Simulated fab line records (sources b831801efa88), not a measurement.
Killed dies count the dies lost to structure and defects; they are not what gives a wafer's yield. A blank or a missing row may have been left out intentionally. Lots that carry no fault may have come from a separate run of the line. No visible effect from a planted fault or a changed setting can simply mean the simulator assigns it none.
A struck lot beside a sound one    flow sfq-line    43 out of 325 route steps
Sound: the wafers L248.1, L248.2, L248.6. Struck: wafer L260.5 (left out: L260.3, L260.6 of the same lot, which were not struck); the cause appears at the end.
Each step with rows lists, per side, the tool, then ch with its chambers, then its first start. Under that, the readings that differ: sound wafers    struck wafers    difference of the means    sigmas: that difference in standard deviations of wafers without a fault.
alike: readings whose means differ by less than 2 such deviations, and words and numbers that are the same on both sides. not compared: withheld readings, readings that some wafer has no value for, bounds like >300 that may hide the same value, and numbers for which the record gives no deviation and whose values overlap.
A row with sigmas, a row that says differs or no value, or rows on one side alone: a step with any of these is where the two part. Numbers that have no deviation but don't overlap get no sigmas and don't part them. A reading missing from all wafers of one side parts the sides only when that side holds two or more wafers.

first, 3 steps without rows for these wafers: SFQ_TRILAYER_M5_LITHO_EXPOSE_124 (exposes mask M5, target cd 700 nm); SFQ_TRILAYER_M5_LITHO_PEB_126 (peb time 60 s); SFQ_TRILAYER_M5_LITHO_DEVELOP_125 (time 60 s).
SFQ_M5_OVL_MEAS_932:
  struck on overlay-01, day 60 22:07; sound on overlay-01, day 56 02:40
  alike: M5_OVL
SFQ_TRILAYER_M5_BARC_OPEN_METAL_ETCH_161: etches BARC in O2, target depth 125 nm, time 41.7 s.
  sound on rie-metal-01 ch 0,1, day 56 02:41; struck on rie-metal-01 ch 1, day 60 22:10
  alike: chamber-pressure-mTorr, drypump-motor-current-A, oes-product-au, rf-fwd-power-W
  not compared: rf-hours-counter-h
then, 7 steps without rows for these wafers: SFQ_TRILAYER_M5_ETCH_METAL_ETCH_126 (etches Nb in Cl2/BCl3, stops on SiO2, time 203.2 s, target depth 265 nm); SFQ_TRILAYER_M5_STRIP_STRIP_127 (strips in O2); SFQ_TRILAYER_M5_STRIP_SOLV_CLEAN_128 (cleans in NMP, time 600 s); SFQ_TRILAYER_A5B_DEP_PECVD_129 (deposits SiO2 from SiH4/N2O, time 133.33 s, target thk 600 nm); SFQ_TRILAYER_A5B_CMP_CMP_130 (polishes, stops on Nb, target thk 340.7 nm); SFQ_TRILAYER_A5B_METRO_MEASURE_131; SFQ_TRILAYER_R5_DEP_SPUTTER_132 (material Ti, target thk 5 nm, time 5 s).
SFQ_TRILAYER_R5_DEP_SPUTTER_133: material MoNx, target thk 40 nm, time 66.7 s.
  struck on pvd-sputter-03, day 61 03:29; sound on pvd-sputter-03, day 56 08:03
reading                                                sound              struck  difference  sigmas
model.MoNx_of_TRILAYER_R5_DEP_SPUTTER_133.thk-nm (nm)  39.92 39.77 39.52  16.94   -22.80      
  alike: throttle-valve-pct
then, 1 step without rows for these wafers: SFQ_TRILAYER_R5_DEP_SPUTTER_134 (material Ti, target thk 5 nm, time 5 s).
SFQ_R5_RS_MEAS_933: uses a four-point probe to measure.
  struck on film-metro-03, day 61 03:35; sound on film-metro-04, day 56 08:07
reading              sound           struck  difference  sigmas
R5_MONX_RS (ohm/sq)  7.06 7.11 7.16  15.41   +8.30       +99 or more
SFQ_R5_THK_MEAS_934: measures by xrf.
  struck on film-metro-03, day 61 03:41; sound on film-metro-04, day 56 08:14
reading           sound           struck  difference  sigmas
R5_MONX_THK (nm)  39.6 39.4 39.2  16.7    -22.7       -46
then, 6 steps without rows for these wafers: SFQ_TRILAYER_R5_LITHO_COAT_141 (resist thk 62 nm); SFQ_TRILAYER_R5_LITHO_COAT_136 (resist thk 600 nm); SFQ_TRILAYER_R5_LITHO_SOFTBAKE_140; SFQ_TRILAYER_R5_LITHO_EXPOSE_137 (exposes mask R5, target cd 500 nm); SFQ_TRILAYER_R5_LITHO_PEB_139 (peb time 60 s); SFQ_TRILAYER_R5_LITHO_DEVELOP_138 (time 60 s).
-- the record jumps here: 6 days lie between the struck wafers' starts before and after --
SFQ_R5_OVL_MEAS_935:
  struck on overlay-02, day 67 04:17; sound on overlay-01, day 62 22:09
  alike: R5_OVL
SFQ_TRILAYER_R5_BARC_OPEN_METAL_ETCH_177: etches BARC in O2, target depth 125 nm, time 41.7 s.
  sound on rie-metal-03 ch 0,1, day 62 22:11; struck on rie-metal-01 ch 1, day 67 04:20
  alike: chamber-pressure-mTorr, drypump-motor-current-A, oes-product-au, rf-fwd-power-W
  not compared: rf-hours-counter-h
then, 1 step without rows for these wafers: SFQ_TRILAYER_R5_ETCH_METAL_ETCH_139 (etches the open film in Cl2, stops on SiO2, target depth 60 nm, time 40 s).
SFQ_TRILAYER_R5_STRIP_STRIP_140: strips in O2.
  sound on rie-metal-03 ch 0,1, day 62 22:18; struck on rie-metal-01 ch 1, day 67 04:38
  alike: chamber-pressure-mTorr, drypump-motor-current-A, oes-product-au
  not compared: rf-hours-counter-h
then, 8 steps without rows for these wafers: SFQ_TRILAYER_R5_STRIP_SOLV_CLEAN_141 (cleans in NMP, time 600 s); SFQ_TRILAYER_A5C_DEP_PECVD_142 (deposits SiO2 from SiH4/N2O, time 15.556 s, target thk 70 nm); SFQ_TRILAYER_I5_LITHO_COAT_149 (resist thk 62 nm); SFQ_TRILAYER_I5_LITHO_COAT_144 (resist thk 650 nm); SFQ_TRILAYER_I5_LITHO_SOFTBAKE_148; SFQ_TRILAYER_I5_LITHO_EXPOSE_145 (exposes mask I5, target cd 700 nm); SFQ_TRILAYER_I5_LITHO_PEB_147 (peb time 60 s); SFQ_TRILAYER_I5_LITHO_DEVELOP_146 (time 60 s).
-- the record jumps here: 6 days lie between the struck wafers' starts before and after --
SFQ_I5_OVL_MEAS_936:
  struck on overlay-02, day 73 03:35; sound on overlay-02, day 68 14:19
  alike: I5_OVL
then, 1 step without rows for these wafers: SFQ_TRILAYER_I5_BARC_OPEN_VIA_ETCH_200 (etches BARC in O2, target depth 125 nm, time 41.7 s).
SFQ_TRILAYER_I5_ETCH_VIA_ETCH_147: etches the open film in CHF3, stops on Nb, target depth 360 nm.
  sound on rie-diel-03 ch 0,2,3, day 68 14:23; struck on rie-diel-04 ch 2, day 73 03:38
reading                         sound                 struck  difference  sigmas
chamber-pressure-mTorr (mTorr)  29.990 30.014 30.003  29.904  -0.098      -4
  alike: drypump-motor-current-A, oes-product-au, rf-fwd-power-W
SFQ_TRILAYER_I5_STRIP_STRIP_148: strips in O2.
  sound on rie-metal-02 ch 0,1, day 68 14:32; struck on rie-metal-02 ch 1, day 73 03:59
  alike: chamber-pressure-mTorr, drypump-motor-current-A, oes-product-au
  not compared: rf-hours-counter-h
then, 4 steps without rows for these wafers: SFQ_TRILAYER_I5_STRIP_SOLV_CLEAN_149 (cleans in NMP, time 600 s); SFQ_TRILAYER_C5_LITHO_COAT_156 (resist thk 62 nm); SFQ_TRILAYER_C5_LITHO_COAT_151 (resist thk 650 nm); SFQ_TRILAYER_C5_LITHO_SOFTBAKE_155.
-- the record jumps here: 17 days lie between the struck wafers' starts before and after --
SFQ_M8_BOW_MEAS_951:
  struck on film-metro-01, day 90 00:55; sound on film-metro-02, day 84 08:00
reading                  sound              struck  difference  sigmas
model.etest.r5.ohm-um    14.17 14.25 14.35  33.31   +19.05      
model.etest.r5.ohm-sq    7.072 7.099 7.144  16.66   +9.55       
model.etest.c5.link-ohm  8.02 8.061 8.089   17.62   +9.56       
  alike: M8_BOW

WHERE THEY PART
Last at SFQ_TRILAYER_I5_ETCH_VIA_ETCH_147 as far as this record goes, first at SFQ_R5_RS_MEAS_933. Later steps at which nothing parts them and some readings are alike: SFQ_TRILAYER_I5_STRIP_STRIP_148, SFQ_M8_BOW_MEAS_951.

WHY: whatever the simulator had introduced
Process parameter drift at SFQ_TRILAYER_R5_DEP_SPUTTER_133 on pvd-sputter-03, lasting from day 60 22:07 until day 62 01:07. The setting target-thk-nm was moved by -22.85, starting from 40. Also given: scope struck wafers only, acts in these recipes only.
